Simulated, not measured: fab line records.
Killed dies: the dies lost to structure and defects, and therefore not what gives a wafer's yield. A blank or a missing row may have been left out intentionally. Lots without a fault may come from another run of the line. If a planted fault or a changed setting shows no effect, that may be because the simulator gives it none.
A single fault, viewed from 2 desks -- flow sky130 -- only its own numbers are on each desk; what lay behind them is given at the end

== FROM THE METROLOGY DESK ==
What the gauges read, lot by lot, whatever tool the lot ran on: means of the sampled wafers that have a number. A lot is out of limits, marked OUT, if its mean lies more than 4 standard deviations from the usual mean; the brackets give that distance.
Columns: A = cd_nm at SKY_METAL2_CD_MEAS_15, usual 139.7 nm
lot,first seen here,A
L552,day 34 23:52,137.7
L553,day 35 09:20,139.6
L554,day 35 12:16,140.9
L556,day 36 07:08,137.5
L557,day 36 09:08,138.4
L561,day 38 06:53,142.0
L562,day 38 15:10,142.9
L564,day 38 20:25,137.3
L569,day 40 12:20,140.3
L572,day 41 03:14,140.1
L573,day 41 10:35,142.9
L574,day 41 15:23,141.0
L575,day 42 01:34,141.6
Finding of this desk: none of the 13 lots has anything out of limits.

== FOR THE TOOL OWNER'S DESK: litho_track-01 ==
The tool's own readings at SKY_VIA2_DEVELOP_11 (develop time 60 s): means of the sampled wafers that have a number, for each lot that ran on this tool. A lot is out of limits, marked OUT, if its mean lies more than 4 standard deviations from the usual mean; the brackets give that distance.
Columns: A = developer_temp_C at SKY_VIA2_DEVELOP_11, usual 21.01 C
lot,first seen here,A
L552,day 36 02:00,21.01
L561,day 39 09:00,20.92
L562,day 39 17:00,23.11 (+25) OUT
L564,day 39 21:00,23.10 (+25) OUT
L574,day 42 15:00,20.97
This desk's finding: out of limits on L562, L564; first on L562, day 39 17:00 (developer_temp_C at SKY_VIA2_DEVELOP_11). L552, L561, L574: within limits.

== ALL TOGETHER ==
On L562, L564, at day 39 17:00, an alarm was possible from the tool owner's desk.
From the metrology desk's view, nothing was out of limits.
The metrology desk holds a record of L562, L564, inside its limits.
SKY_VIA2_DEVELOP_11 was run on litho_track-01 by each of the lots named.

== WHAT THE SIMULATOR HAD INSERTED ==
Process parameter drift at SKY_VIA2_DEVELOP_11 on litho_track-01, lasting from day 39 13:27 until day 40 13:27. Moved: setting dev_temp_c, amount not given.
Shown lots that were struck: L562, L564.
Hours from the fault's start to each desk's first reading out of limits: the tool owner's desk, 4.
